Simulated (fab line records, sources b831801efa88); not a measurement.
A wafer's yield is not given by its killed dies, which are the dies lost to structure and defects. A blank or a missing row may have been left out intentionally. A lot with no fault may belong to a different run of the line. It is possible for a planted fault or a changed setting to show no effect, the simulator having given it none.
Struck lot and sound lot, side by side :: flow gf180mcu :: 19 steps out of a route of 602
Sound: wafers L105.4, L105.5, L105.6. Struck: wafer L114.1. (L114.2 of the same lot was not struck and is left out.) The cause comes at the end.
Order at every step that has rows: each side's tool, ch and its chambers, its first start. Under that, the readings that differ: sound wafers :: struck wafers :: difference of the means :: sigmas: that difference in standard deviations of wafers without a fault.
alike: words and numbers the same on both sides, and readings whose means are apart by under 2 such deviations; not compared: readings that were withheld, readings missing a value for some wafer, numbers with overlapping values and no deviation given by the record, and bounds like >300 which may hide the same value.
Wherever a step has rows on one side only, a row that says differs or no value, or a row with sigmas, the two part there. When numbers do not overlap yet have no deviation, they are printed without sigmas and do not part them. Lack of a reading on every wafer of one side parts them only where that side has two or more wafers.

GF_CONTACT_CMP_27: polishes, stops on SiO2, t overpolish 15 s, target thk 0 nm.
  sound on cmp-01 ch 0,3, day 18 20:29; struck on cmp-01 ch 1, day 22 14:57
  alike: motor-current-A, overpolish-run-s, time-to-endpoint-s
then, 2 steps without rows for these wafers: GF_M1_SPUTTER_00 (material Ti, target thk 37.5 nm, time 150 s); GF_M1_SPUTTER_01 (material TiN, target thk 30 nm, time 25 s).
GF_M1_SPUTTER_02: material AlCu, target thk 450 nm, time 23.9 s.
  sound on pvd-sputter-02 at day 18 20:52; struck on pvd-sputter-04 at day 22 15:23
  alike: throttle-valve-pct
GF_M1_SPUTTER_03: material Ti, target thk 10 nm, time 6.7 s.
  sound on pvd-sputter-02 at day 18 20:54; struck on pvd-sputter-04 at day 22 15:25
  alike: throttle-valve-pct
GF_M1_SPUTTER_04: material TiN, target thk 50 nm, time 41.7 s.
  sound on pvd-sputter-02 at day 18 20:55; struck on pvd-sputter-04 at day 22 15:26
  alike: throttle-valve-pct
GF_M1_RS_MEAS_05: measures by four-point-probe.
  sound on film-metro-01 at day 18 21:01; struck on film-metro-02 at day 22 15:29
  alike: M1_ALCU_RS
GF_M1_THK_MEAS_06: measures by xrf.
  sound on film-metro-01 at day 18 21:07; struck on film-metro-02 at day 22 15:36
  alike: M1_ALCU_THK
then, 4 steps without rows for these wafers: GF_M1_DEHYDRATE_07 (time 60 s); GF_M1_HMDS_08 (prime time 60 s); GF_M1_COAT_09 (resist thk 1000 nm); GF_M1_SOFTBAKE_10 (time 60 s).
GF_M1_EXPOSE_11: exposes mask Metal1, target cd 230 nm.
  sound on krf-scanner-01 ch 0, day 19 09:14; struck on krf-scanner-02 ch 0, day 23 03:25
  alike: mask
then, 2 steps without rows for these wafers: GF_M1_PEB_12 (peb time 90 s); GF_M1_DEVELOP_13 (develop time 60 s).
GF_M1_CD_MEAS_14 targets a cd of 230 nm.
  sound on cd-sem-02 at day 19 20:47; struck on cd-sem-02 at day 23 14:56
reading: cd-nm (nm)
sound: 228.2 229.1 228.9
struck: 129.0
difference: -99.7
sigmas: -77
GF_M1_OVL_MEAS_15:
  sound on overlay-01 at day 19 20:52; struck on overlay-02 at day 23 15:04
  alike: M1_OVL
GF_M1_METAL_ETCH_16: etches the open film in Cl2/BCl3, stops on SiO2, target depth 627.5 nm, time 104.6 s.
  sound on rie-metal-04 ch 0,1, day 19 20:55; struck on rie-metal-03 ch 1, day 23 15:06
reading: drypump-motor-current-A (A)
sound: 5.5 5.2 5.5
struck: 6.2
difference: +0.8
sigmas: +2

reading: rf-hours-counter-h (h)
sound: - - -
struck: 4
difference: no value on the sound wafers
sigmas: 

reading: model.M1.cd-nm (nm)
sound: 228.2 229.3 226.9
struck: 126.1
difference: -102.0
sigmas: 
  alike: oes-product-au, throttle-valve-pct
GF_M1_STRIP_17: strips in O2/N2.
  sound on plasma-asher-01 ch 0,1, day 19 21:01; struck on plasma-asher-03 ch 0, day 23 15:13
reading: oes-product-au (a.u.)
sound: 0.565 0.562 0.556
struck: 0.549
difference: -0.012
sigmas: -2

reading: rf-hours-counter-h (h)
sound: - - -
struck: 12
difference: no value on the sound wafers
sigmas: 
  alike: drypump-motor-current-A, heater-power-w, strip-time-to-endpoint-s

== WHERE THEY PART ==
Earliest at GF_M1_CD_MEAS_14; latest, in this record, at GF_M1_STRIP_17.

WHY: what had been put in by the simulator
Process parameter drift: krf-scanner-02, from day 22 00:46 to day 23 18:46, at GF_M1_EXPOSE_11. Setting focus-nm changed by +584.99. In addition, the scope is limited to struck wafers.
